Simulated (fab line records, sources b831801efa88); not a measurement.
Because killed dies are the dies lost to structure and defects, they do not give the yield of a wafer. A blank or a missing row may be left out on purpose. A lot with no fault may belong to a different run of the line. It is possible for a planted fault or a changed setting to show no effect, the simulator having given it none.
Which tool is to blame? :: flow gf180mcu :: 14 lots with 42 wafers sampled at 3 steps, on a route of 602 steps

## WHAT THE GAUGES SHOWED, per wafer
GF_SAB_THK_MEAS_01. Usual: for SAB_CVD_00_THK the level is 50.0 nm and the standard deviation is 0.63.
lot: L313
measured: day 14 12:12
on: film_metro-02
SAB_CVD_00_THK (nm): 49.9 49.6 50.2
flag: 

lot: L314
measured: day 15 02:26
on: film_metro-04
SAB_CVD_00_THK (nm): 49.6 50.4 50.8
flag: 

lot: L315
measured: day 15 08:54
on: film_metro-04
SAB_CVD_00_THK (nm): 49.9 50.1 50.8
flag: 

lot: L316
measured: day 15 21:46
on: film_metro-04
SAB_CVD_00_THK (nm): 49.5 50.5 50.4
flag: 

lot: L317
measured: day 16 00:00
on: film_metro-03
SAB_CVD_00_THK (nm): 49.2 48.2 49.7
flag: 

lot: L318
measured: day 16 10:53
on: film_metro-04
SAB_CVD_00_THK (nm): 49.7 50.6 49.9
flag: 

lot: L319
measured: day 16 12:58
on: film_metro-03
SAB_CVD_00_THK (nm): 50.1 49.4 50.9
flag: 

lot: L321
measured: day 17 15:29
on: film_metro-03
SAB_CVD_00_THK (nm): 49.2 50.0 51.1
flag: 

lot: L323
measured: day 18 04:43
on: film_metro-02
SAB_CVD_00_THK (nm): 49.0 49.8 49.4
flag: 

lot: L324
measured: day 18 12:50
on: film_metro-04
SAB_CVD_00_THK (nm): 48.4 48.7 50.2
flag: 

lot: L327
measured: day 19 17:04
on: film_metro-04
SAB_CVD_00_THK (nm): 49.5 49.6 49.6
flag: 

lot: L330
measured: day 20 18:11
on: film_metro-03
SAB_CVD_00_THK (nm): 50.4 49.8 50.3
flag: 

lot: L332
measured: day 21 10:20
on: film_metro-04
SAB_CVD_00_THK (nm): 49.3 50.7 49.5
flag: 

lot: L334
measured: day 21 23:43
on: film_metro-03
SAB_CVD_00_THK (nm): 50.4 51.2 51.3
flag: 

GF_CONTACT_THK_MEAS_26: measures by xrf. Usual: for CONTACT_W_THK the level is 285 nm and the standard deviation is 3.9.
lot: L313
measured: day 16 09:55
on: film_metro-01
CONTACT_W_THK (nm): 285 285 285
flag: 

lot: L314
measured: day 17 00:43
on: film_metro-02
CONTACT_W_THK (nm): 280 284 278
flag: 

lot: L315
measured: day 17 07:27
on: film_metro-01
CONTACT_W_THK (nm): 286 284 287
flag: 

lot: L316
measured: day 17 21:21
on: film_metro-01
CONTACT_W_THK (nm): 286 287 285
flag: 

lot: L317
measured: day 17 23:56
on: film_metro-02
CONTACT_W_THK (nm): 282 279 280
flag: 

lot: L318
measured: day 18 10:59
on: film_metro-01
CONTACT_W_THK (nm): 290 287 289
flag: 

lot: L319
measured: day 18 14:01
on: film_metro-02
CONTACT_W_THK (nm): 278 277 279
flag: 

lot: L321
measured: day 19 17:52
on: film_metro-01
CONTACT_W_THK (nm): 287 284 282
flag: 

lot: L323
measured: day 20 08:16
on: film_metro-02
CONTACT_W_THK (nm): 283 283 281
flag: 

lot: L324
measured: day 20 16:11
on: film_metro-03
CONTACT_W_THK (nm): 286 289 288
flag: 

lot: L327
measured: day 21 19:17
on: film_metro-01
CONTACT_W_THK (nm): 286 290 288
flag: 

lot: L330
measured: day 22 19:04
on: film_metro-03
CONTACT_W_THK (nm): 286 281 283
flag: 

lot: L332
measured: day 23 12:17
on: film_metro-01
CONTACT_W_THK (nm): 286 286 286
flag: 

lot: L334
measured: day 23 23:48
on: film_metro-03
CONTACT_W_THK (nm): 292 288 291
flag: 

## TOOL THAT RAN EACH LOT (tool first, then ch and the chambers of the sampled wafers, then the start)
lot: L313
GF_CONTACT_DEVELOP_13: litho_track-04 ch 0, day 16 08:52

lot: L314
GF_CONTACT_DEVELOP_13: litho_track-02 ch 0, day 16 23:39

lot: L315
GF_CONTACT_DEVELOP_13: litho_track-02 ch 0, day 17 06:18

lot: L316
GF_CONTACT_DEVELOP_13: litho_track-04 ch 0, day 17 20:11

lot: L317
GF_CONTACT_DEVELOP_13: litho_track-02 ch 0, day 17 22:51

lot: L318
GF_CONTACT_DEVELOP_13: litho_track-02 ch 0, day 18 09:55

lot: L319
GF_CONTACT_DEVELOP_13: litho_track-04 ch 0, day 18 12:52

lot: L321
GF_CONTACT_DEVELOP_13: litho_track-02 ch 0, day 19 16:48

lot: L323
GF_CONTACT_DEVELOP_13: litho_track-03 ch 0, day 20 07:10

lot: L324
GF_CONTACT_DEVELOP_13: litho_track-04 ch 0, day 20 15:07

lot: L327
GF_CONTACT_DEVELOP_13: litho_track-03 ch 0, day 21 18:11

lot: L330
GF_CONTACT_DEVELOP_13: litho_track-04 ch 0, day 22 17:59

lot: L332
GF_CONTACT_DEVELOP_13: litho_track-04 ch 0, day 23 11:14

lot: L334
GF_CONTACT_DEVELOP_13: litho_track-03 ch 0, day 23 22:43
- GF_CONTACT_DEVELOP_13: develop time 60 s.

## AS READ BY THE TOOLS THEMSELVES (means over the sampled wafers that have a number; for cases with no such wafer, the mark the record gives instead)
GF_CONTACT_DEVELOP_13. Usual: chill_plate_temp_C 22.98 C, standard deviation 0.11; developer_temp_C 21.01 C, standard deviation 0.094.
lot: L313
tool: litho_track-04
chill_plate_temp_C (C): 23.12
developer_temp_C (C): 20.91
flag: 

lot: L314
tool: litho_track-02
chill_plate_temp_C (C): 22.94
developer_temp_C (C): 21.06
flag: 

lot: L315
tool: litho_track-02
chill_plate_temp_C (C): 23.00
developer_temp_C (C): 21.00
flag: 

lot: L316
tool: litho_track-04
chill_plate_temp_C (C): 23.00
developer_temp_C (C): 20.92
flag: 

lot: L317
tool: litho_track-02
chill_plate_temp_C (C): 23.08
developer_temp_C (C): 20.96
flag: 

lot: L318
tool: litho_track-02
chill_plate_temp_C (C): 22.86
developer_temp_C (C): 20.95
flag: 

lot: L319
tool: litho_track-04
chill_plate_temp_C (C): 23.03
developer_temp_C (C): 20.97
flag: 

lot: L321
tool: litho_track-02
chill_plate_temp_C (C): 22.97
developer_temp_C (C): 20.94
flag: 

lot: L323
tool: litho_track-03
chill_plate_temp_C (C): 22.93
developer_temp_C (C): 21.00
flag: 

lot: L324
tool: litho_track-04
chill_plate_temp_C (C): 22.95
developer_temp_C (C): 20.92
flag: 

lot: L327
tool: litho_track-03
chill_plate_temp_C (C): 22.96
developer_temp_C (C): 21.10
flag: 

lot: L330
tool: litho_track-04
chill_plate_temp_C (C): 23.08
developer_temp_C (C): 23.00
flag: OFF

lot: L332
tool: litho_track-04
chill_plate_temp_C (C): 22.88
developer_temp_C (C): 23.05
flag: OFF

lot: L334
tool: litho_track-03
chill_plate_temp_C (C): 23.07
developer_temp_C (C): 21.09
flag: 

## THE ANSWER, worked out from the rows above alone
Rule: a lot counts as off when the mean over its wafers that have a number is more than 3 standard deviations away from the usual mean. A lot without any number at a reading at which 4 lots or more have one is off too. The other lots that the step has rows for count as sound. First the gauges in route order, then the tools' own readings, where a lot's mean is used as printed above. The first step at which some lot is off is used, and at that step the reading that is off furthest; a lot without a number counts as furthest.
Off: L330, L332, at GF_CONTACT_DEVELOP_13 (developer_temp_C).
A tool fits if, at that step or a process step before it, it ran every lot that is off, and no sound lot after the first of them. One fits: litho_track-04 at GF_CONTACT_DEVELOP_13. A fault onset in the window from L324 (day 20 15:07, its last sound lot) to L330 (day 22 17:59, its first lot off) fits.
On the lots that are off, the tool's own readings at GF_CONTACT_DEVELOP_13 differ by more than 5 times the standard deviation of the sound lots' means, which bears it out; developer_temp_C reads 23.02 C there versus 20.98 C on the sound lots.

## WHAT HAD BEEN PUT IN BY THE SIMULATOR
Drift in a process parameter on litho_track-04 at GF_CONTACT_DEVELOP_13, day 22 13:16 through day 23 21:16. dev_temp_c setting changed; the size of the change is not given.
Shown lots that were struck: L330, L332. The rule above found the same.
